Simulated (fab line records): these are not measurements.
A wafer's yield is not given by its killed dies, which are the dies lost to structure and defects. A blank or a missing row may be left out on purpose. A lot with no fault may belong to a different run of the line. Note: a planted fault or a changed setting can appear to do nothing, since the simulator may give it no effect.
fab line records	flow sky130
[record] lots = 9	wafers = 27	last_day = 50
route steps=708 shown LOCAL_INTERCONNECT@387 CONTACT@425 METAL1@435
lots untouched by any fault: they come from a run of this same line in which no faults occurred
start_h: hours from the record's first day to the start of the lot's first wafer shown	wait_h: hours elapsed since this lot's preceding step	" the same as in the row above	L1.1+2: a row that stands for several wafers	- no value present, or no start provided	* or withheld: withheld	< > ~ a bound
route shown NAME@n: names a module that has steps shown in the file, with the first one's number in the route	usual: mean/standard deviation of fault-free wafers	same: alike in all rows	chamber/n: place in a boat	sites: each site's reading	_std_site: the values' standard deviation	_edge_site: inner sites' mean taken away from outer sites' mean	radius_mm: how far each site lies from the wafer's centre	mask NAME#n: copy n	behind: the most recent tool/chamber to have shaped the wafer	hold: what put the lot on hold/how long, in hours/how the hold closed	device: the n, p or np transistor that did not switch	end of line: tests of these same wafers at the route's end	step lacking rows: just its recipe	killed: not the wafer's yield, but the dies lost to structure and defects at the first sort	map: dies across one wafer; x = killed, . = not, _ = none there
set.NAME: the setting that was run; set.NAME@STEP: the one run at that earlier step	model.NAME: the simulator's own value behind a step, which no gauge read
a sample of lots followed through the steps of the route, with each step as a table and each wafer as a row
services: from which hour (start_h, from the record's first day; less than 0 if before it) a tool's chamber was out of use, for how many hours, and why
[[steps]]
[step SKY_LOCAL_INTERCONNECT_SPUTTER_00]
[recipe] material = TiN	target_thk_nm = 100	temp_c = 300	power_w = 6500	time_s = 83.3	chamber_pressure_pa = 0.4
[usual] cathode_dc_power_W = 6499.9/1.2	throttle_valve_pct = 29.7/0.99
lot.wafer	tool	chamber	start_h	wait_h	cathode_dc_power_W	throttle_valve_pct
L604.3	pvd_sputter-03	-	693.02	0.1	6501.5	28.7
L604.4	"	-	"	"	6499.6	29.0
L604.6	"	-	"	"	6502.3	28.8
L605.3	pvd_sputter-01	-	700.98	0.1	6498.5	30.1
L605.4	"	-	"	"	6499.6	30.4
L605.5	"	-	"	"	6500.3	30.3
L607.2	pvd_sputter-01	-	725.39	0.2	6498.7	29.2
L607.3	"	-	"	"	6499.6	30.6
L607.4	"	-	"	"	6499.9	30.1
L615.1	pvd_sputter-01	-	775.68	0.2	6739.3	29.2
L615.2	"	-	"	"	6740.2	30.8
L615.5	"	-	"	"	6737.5	30.4
L616.1	pvd_sputter-01	-	780.93	0.1	6741.3	30.5
L616.2	"	-	"	"	6740.7	30.7
L616.3	"	-	"	"	6741.2	29.4
L620.4	pvd_sputter-02	-	828.67	0.2	6499.8	30.8
L620.5	"	-	"	"	6501.1	31.0
L620.6	"	-	"	"	6500.9	30.2
L619.1	pvd_sputter-03	-	829.02	0.1	6498.7	31.1
L619.2	"	-	"	"	6500.1	29.1
L619.5	"	-	"	"	6500.0	28.2
L624.4	pvd_sputter-03	-	842.14	0.1	6500.0	28.2
L624.5	"	-	"	"	6498.8	29.0
L624.6	"	-	"	"	6500.8	28.6
L625.2	pvd_sputter-02	-	850.17	0.1	6498.8	30.2
L625.3	"	-	"	"	6500.8	28.4
L625.4	"	-	"	"	6500.8	30.7
[step SKY_LOCAL_INTERCONNECT_RS_MEAS_01]
[recipe] thk_meas_gauge = four-point-probe	reads = TiN_of_LOCAL_INTERCONNECT_SPUTTER_00
[usual] LOCAL_INTERCONNECT_TIN_RS = 14.14/0.18
lot.wafer	tool	chamber	start_h	wait_h	hold	LOCAL_INTERCONNECT_TIN_RS[ohm/sq]
L604.3	film_metro-01	-	693.12	0.1	-	14.13
L604.4	"	-	"	"	-	14.12
L604.6	"	-	"	"	-	14.13
L605.3	film_metro-01	-	701.09	0.1	-	14.01
L605.4	"	-	"	"	-	14.05
L605.5	"	-	"	"	-	13.80
L607.2	film_metro-01	-	725.47	0.1	-	13.94
L607.3	"	-	"	"	-	14.04
L607.4	"	-	"	"	-	14.17
L615.1	film_metro-02	-	775.75	0.0	await_dispo/0.2h/release	13.25
L615.2	"	-	"	"	await_dispo/0.2h/release	13.37
L615.5	"	-	"	"	await_dispo/0.2h/release	13.32
L615.1	film_metro-02	-	776.03	0.3	-	13.26
L615.2	"	-	"	"	-	13.38
L615.5	"	-	"	"	-	13.37
L616.1	film_metro-03	-	781.00	0.0	-	13.43
L616.2	"	-	"	"	-	13.42
L616.3	"	-	"	"	-	13.46
L620.4	film_metro-02	-	828.79	0.1	-	14.20
L620.5	"	-	"	"	-	14.31
L620.6	"	-	"	"	-	14.05
L619.1	film_metro-03	-	829.08	0.0	-	14.17
L619.2	"	-	"	"	-	14.11
L619.5	"	-	"	"	-	14.19
L624.4	film_metro-03	-	842.27	0.1	-	14.30
L624.5	"	-	"	"	-	14.30
L624.6	"	-	"	"	-	14.33
L625.2	film_metro-03	-	850.25	0.1	-	14.07
L625.3	"	-	"	"	-	14.31
L625.4	"	-	"	"	-	14.28
[step SKY_LOCAL_INTERCONNECT_THK_MEAS_02]
[recipe] thk_meas_gauge = xrf	reads = TiN_of_LOCAL_INTERCONNECT_SPUTTER_00
[usual] LOCAL_INTERCONNECT_TIN_THK = 100.6/1.4
lot.wafer	tool	chamber	start_h	wait_h	hold	LOCAL_INTERCONNECT_TIN_THK[nm]
L604.3	film_metro-01	-	693.22	0.1	-	101.1
L604.4	"	-	"	"	-	101.1
L604.6	"	-	"	"	-	101.2
L605.3	film_metro-01	-	701.19	0.1	-	102.3
L605.4	"	-	"	"	-	102.1
L605.5	"	-	"	"	-	103.2
L607.2	film_metro-01	-	725.58	0.1	-	102.2
L607.3	"	-	"	"	-	101.1
L607.4	"	-	"	"	-	100.6
L615.1	film_metro-02	-	778.09	2.0	await_dispo/0.2h/release	107.9
L615.2	"	-	"	"	await_dispo/0.2h/release	106.7
L615.5	"	-	"	"	await_dispo/0.2h/release	107.1
L615.1	film_metro-02	-	778.32	0.2	-	107.6
L615.2	"	-	"	"	-	107.1
L615.5	"	-	"	"	-	107.2
L616.1	film_metro-03	-	781.12	0.1	-	105.3
L616.2	"	-	"	"	-	105.1
L616.3	"	-	"	"	-	105.1
L620.4	film_metro-02	-	828.88	0.1	-	100.9
L620.5	"	-	"	"	-	100.6
L620.6	"	-	"	"	-	101.9
L619.1	film_metro-03	-	829.20	0.1	-	99.8
L619.2	"	-	"	"	-	99.6
L619.5	"	-	"	"	-	99.5
L624.4	film_metro-03	-	842.36	0.1	-	98.6
L624.5	"	-	"	"	-	98.9
L624.6	"	-	"	"	-	98.8
L625.2	film_metro-03	-	850.36	0.1	-	100.2
L625.3	"	-	"	"	-	98.5
L625.4	"	-	"	"	-	99.0
[step SKY_LOCAL_INTERCONNECT_METAL_ETCH_14]
[recipe] target_depth_nm = 110	stop_on = PSG	chemistry = Cl2/BCl3	target = TiN	resist_sidewall_deg = 88	pressure_mtorr = 10	icp_w = 900	bias_w = 48.5	Cl2_flow_sccm = 60	bcl3_flow_sccm = 30	time_s = 31.4
[usual] chamber_pressure_mTorr = 10.000/0.0093	drypump_motor_current_A = 5.8/0.41	oes_product_au = 0.942/0.0079	throttle_valve_pct = 21.900/0.0091
lot.wafer	tool	chamber	start_h	wait_h	chamber_pressure_mTorr	drypump_motor_current_A	oes_product_au	rf_hours_counter_h	throttle_valve_pct
L604.3	rie_metal-04	0	720.60	0.0	10.000	6.0	0.948	-	21.900
L604.4	"	1	"	"	10.004	6.0	0.941	-	21.894
L604.6	"	1	"	"	10.002	6.0	0.934	-	21.901
L605.3	rie_metal-04	0	728.39	0.0	10.000	6.0	0.952	-	21.898
L605.4	"	1	"	"	10.012	6.0	0.941	-	21.894
L605.5	"	1	"	"	10.014	5.9	0.955	-	21.887
L607.2	rie_metal-01	1	753.19	0.0	10.002	6.0	0.948	14	21.898
L607.3	"	0	"	"	9.990	5.2	0.946	-	21.900
L607.4	"	1	"	"	9.997	6.0	0.947	-	21.909
L615.1	rie_metal-01	1	801.63	0.0	9.984	6.0	0.975	15	21.867
L615.2	"	0	"	"	10.000	5.1	0.970	3	21.880
L615.5	"	0	"	"	10.002	5.1	0.976	-	21.879
L616.1	rie_metal-02	1	807.29	0.0	10.010	6.0	0.964	14	21.881
L616.2	"	0	"	"	9.992	6.3	0.972	14	21.875
L616.3	"	0	"	"	9.987	6.3	0.955	-	21.885
L620.4	rie_metal-02	0	854.68	0.1	10.013	6.3	0.937	-	21.903
L620.5	"	0	"	"	10.021	6.3	0.942	-	21.893
L620.6	"	0	"	"	10.001	6.3	0.949	-	21.891
L619.1	rie_metal-01	0	855.75	0.1	10.006	5.1	0.935	6	21.905
L619.2	"	0	"	"	10.017	5.1	0.936	-	21.901
L619.5	"	0	"	"	9.994	5.1	0.934	-	21.900
L624.4	rie_metal-01	0	868.64	0.0	9.997	5.1	0.933	-	21.907
L624.5	"	1	"	"	10.002	6.0	0.939	-	21.904
L624.6	"	0	"	"	9.998	5.1	0.936	-	21.906
L625.2	rie_metal-04	0	876.24	0.0	10.016	6.0	0.945	7	21.904
L625.3	"	1	"	"	10.006	6.0	0.935	-	21.904
L625.4	"	0	"	"	9.991	6.0	0.936	-	21.905
[step SKY_CONTACT_STRIP_19]
[recipe] chemistry = O2/N2	power_w = 1400	pressure_mtorr = 1500	platen_temp_c = withheld	o2_flow_sccm = 3000	n2_flow_sccm = 300	overash_fraction = 0.5
[usual] chamber_pressure_mTorr = 1499.8/1.2	drypump_motor_current_A = 5.9/0.4	oes_product_au = 0.381/0.005	strip_time_to_endpoint_s = 3.62/0.038
[same] overash_fraction = 0.5
lot.wafer	tool	chamber	start_h	wait_h	chamber_pressure_mTorr	drypump_motor_current_A	oes_product_au	rf_hours_counter_h	strip_time_to_endpoint_s
L604.3	plasma_asher-04	0	750.27	-	1497.0	5.7	0.382	-	3.64
L604.4	"	1	"	"	1497.1	6.0	0.382	-	3.59
L604.6	"	1	"	"	1499.9	6.0	0.380	-	3.67
L605.3	plasma_asher-04	1	756.67	-	1497.1	6.0	0.382	-	3.55
L605.4	"	0	"	"	1500.4	5.7	0.378	-	3.61
L605.5	"	0	"	"	1500.9	5.7	0.375	-	3.59
L607.2	plasma_asher-04	1	781.56	-	1500.2	6.0	0.380	35	3.63
L607.3	"	1	"	"	1498.5	6.0	0.381	-	3.64
L607.4	"	0	"	"	1500.8	5.8	0.379	-	3.62
L615.1	plasma_asher-02	1	828.34	-	1501.8	6.2	0.376	70	3.60
L615.2	"	0	"	"	1500.6	5.2	0.377	70	3.58
L615.5	"	0	"	"	1501.5	5.2	0.374	-	3.61
L616.1	plasma_asher-03	1	834.66	-	1498.2	6.1	0.384	98	3.63
L616.2	"	0	"	"	1501.7	6.2	0.382	98	3.63
L616.3	"	0	"	"	1499.7	6.2	0.380	-	3.58
L620.4	plasma_asher-04	0	881.97	-	1500.8	5.8	0.379	-	3.66
L620.5	"	1	"	"	1499.1	6.0	0.384	-	3.65
L620.6	"	0	"	"	1499.7	5.8	0.376	-	3.60
L619.1	plasma_asher-04	0	883.19	-	1500.9	5.7	0.382	45	3.58
L619.2	"	1	"	"	1501.1	6.0	0.379	45	3.57
L619.5	"	0	"	"	1500.7	5.7	0.380	-	3.61
L624.4	plasma_asher-04	1	895.67	-	1500.3	6.0	0.386	-	3.67
L624.5	"	0	"	"	1500.0	5.7	0.370	-	3.65
L624.6	"	1	"	"	1501.8	6.0	0.376	-	3.58
L625.2	plasma_asher-02	1	903.74	-	1499.8	6.2	0.381	78	3.67
L625.3	"	1	"	"	1497.6	6.2	0.373	-	3.62
L625.4	"	0	"	"	1500.4	5.2	0.386	-	3.67
[step SKY_METAL1_SPUTTER_01]
[recipe] material = TiN	target_thk_nm = 20	power_w = 6500	time_s = 16.7	chamber_pressure_pa = 0.4
[usual] cathode_dc_power_W = 6500.0/1.2	throttle_valve_pct = 29.7/0.95
lot.wafer	tool	chamber	start_h	wait_h	cathode_dc_power_W	throttle_valve_pct
L604.3	pvd_sputter-03	-	751.54	0.0	6499.6	28.7
L604.4	"	-	"	"	6499.8	29.2
L604.6	"	-	"	"	6502.1	28.5
L605.3	pvd_sputter-03	-	757.95	0.0	6498.7	28.2
L605.4	"	-	"	"	6499.9	29.2
L605.5	"	-	"	"	6498.7	28.9
L607.2	pvd_sputter-03	-	782.83	0.0	6496.8	29.4
L607.3	"	-	"	"	6500.9	31.3
L607.4	"	-	"	"	6501.6	28.5
L615.1	pvd_sputter-01	-	829.64	0.0	6502.1	29.4
L615.2	"	-	"	"	6500.0	30.6
L615.5	"	-	"	"	6497.9	30.0
L616.1	pvd_sputter-04	-	835.95	0.0	6500.2	29.9
L616.2	"	-	"	"	6498.8	30.0
L616.3	"	-	"	"	6499.0	28.5
L620.4	pvd_sputter-01	-	883.33	0.0	6498.4	29.5
L620.5	"	-	"	"	6499.5	29.3
L620.6	"	-	"	"	6499.6	30.5
L619.1	pvd_sputter-01	-	884.61	0.0	6500.0	30.8
L619.2	"	-	"	"	6499.9	30.3
L619.5	"	-	"	"	6499.7	30.5
L624.4	pvd_sputter-04	-	896.94	0.0	6500.5	30.4
L624.5	"	-	"	"	6501.6	29.8
L624.6	"	-	"	"	6499.6	28.1
L625.2	pvd_sputter-01	-	905.00	0.0	6500.5	30.3
L625.3	"	-	"	"	6499.8	30.8
L625.4	"	-	"	"	6501.0	30.3
[step SKY_METAL1_DESCUM_17]
[recipe] chemistry = O2	source_power_w = 150	bias_power_w = 0	pressure_mtorr = 10	temp_c = 40	time_s = 8
[usual] chamber_pressure_mTorr = 10.001/0.0088	drypump_motor_current_A = 5.84/0.28	oes_product_au = 1.003/0.0087
[same] bias_power_w = 0
lot.wafer	tool	chamber	start_h	wait_h	chamber_pressure_mTorr	drypump_motor_current_A	oes_product_au	rf_hours_counter_h
L604.3	rie_metal-04	0	778.83	0.0	10.007	5.93	0.994	-
L604.4	"	1	"	"	9.993	5.92	1.001	-
L604.6	"	1	"	"	10.000	5.95	1.007	-
L605.3	rie_metal-03	1	785.12	0.0	9.999	5.80	1.011	-
L605.4	"	0	"	"	10.014	5.99	1.008	-
L605.5	"	1	"	"	9.996	5.78	1.020	-
L607.2	rie_metal-04	0	809.41	0.0	9.995	5.95	1.001	6
L607.3	"	1	"	"	9.992	5.93	1.014	-
L607.4	"	0	"	"	10.002	5.95	0.997	-
L615.1	rie_metal-03	0	855.76	0.0	10.010	6.01	0.993	2
L615.2	"	1	"	"	10.005	5.79	1.014	3
L615.5	"	0	"	"	10.006	5.98	0.993	-
L616.1	rie_metal-03	0	862.11	0.0	10.013	6.00	0.993	2
L616.2	"	0	"	"	10.001	6.00	0.987	-
L616.3	"	0	"	"	10.006	5.97	0.984	-
L620.4	rie_metal-01	0	908.88	0.0	9.998	5.14	1.012	-
L620.5	"	1	"	"	9.997	6.03	0.998	-
L620.6	"	0	"	"	10.015	5.12	1.001	-
L619.1	rie_metal-03	1	910.46	0.0	9.994	5.81	1.010	5
L619.2	"	0	"	"	10.003	5.97	1.001	4
L619.5	"	1	"	"	10.007	5.80	1.015	-
L624.4	rie_metal-01	0	922.02	0.0	9.996	5.10	1.000	-
L624.5	"	0	"	"	9.996	5.09	1.003	-
L624.6	"	1	"	"	9.996	5.99	0.995	-
L625.2	rie_metal-01	0	929.81	0.0	9.989	5.12	0.999	10
L625.3	"	1	"	"	9.990	5.98	0.999	-
L625.4	"	0	"	"	9.981	5.14	1.003	-
[[services]]
tool	chamber	start_h	hours	kind
rie_metal-03	-	679.08	0.2	repair
plasma_asher-02	-	700.98	5.1	repair
rie_metal-01	-	710.79	1.0	repair
rie_metal-03	-	719.73	0.1	repair
rie_metal-02	1	720.03	1.8	repair
plasma_asher-03	-	724.65	2.9	repair
pvd_sputter-01	-	725.94	0.5	repair
rie_metal-04	0	736.31	27.9	repair
pvd_sputter-02	-	749.18	2.4	repair
pvd_sputter-01	3	754.22	-	consumable_replace:kit
pvd_sputter-01	3	754.22	18.0	scheduled_down
pvd_sputter-01	3	754.22	18.0	vent_cycle
pvd_sputter-02	-	763.52	12.5	repair
plasma_asher-04	-	787.64	0.7	repair
pvd_sputter-04	-	793.85	1.6	repair
pvd_sputter-03	-	807.58	1.4	repair
rie_metal-04	-	834.19	1.8	repair
rie_metal-04	0	835.49	5.0	repair
rie_metal-04	-	850.96	14.6	pm
rie_metal-03	1	859.73	4.3	repair
pvd_sputter-03	-	879.07	4.5	repair
rie_metal-03	-	884.77	4.0	pm
rie_metal-04	-	914.62	5.7	repair
pvd_sputter-03	-	928.79	0.6	repair
[[key]]
[first_sign] step = SKY_LOCAL_INTERCONNECT_SPUTTER_00	reading = cathode_dc_power_W	direction = up	sigmas = 99+	usual = 6499.9	struck = 6740.0
[effect] step = SKY_LOCAL_INTERCONNECT_RS_MEAS_01	reading = visit	direction = added
[effect] step = SKY_LOCAL_INTERCONNECT_THK_MEAS_02	reading = visit	direction = added
[effect] step = SKY_LOCAL_INTERCONNECT_METAL_ETCH_14	reading = oes_product_au	direction = up	sigmas = 3.4	usual = 0.942	struck = 0.969
met_at SKY_LOCAL_INTERCONNECT_SPUTTER_00
struck_lots L615,L616
tester_left_out L615,L616
not_acting_at SKY_CONTACT_STRIP_19,SKY_METAL1_SPUTTER_01,SKY_METAL1_DESCUM_17
onset_between 725.39 775.68
[fault] kind = process_parameter_drift	tool = pvd_sputter-01	chamber = -	onset_h = 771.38	steps = SKY_LOCAL_INTERCONNECT_SPUTTER_00	channel = power_w	offset = *	shape = step	end_h = 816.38	acts_in = *	stated = *
// tester_left_out: of these lots the tester's yield and bins aren't shown, on N5 and GAA mostly nor the transistor test; their killed dies are dies lost to structure and defects alone, not to doping, threshold or leakage, so they don't give the yield
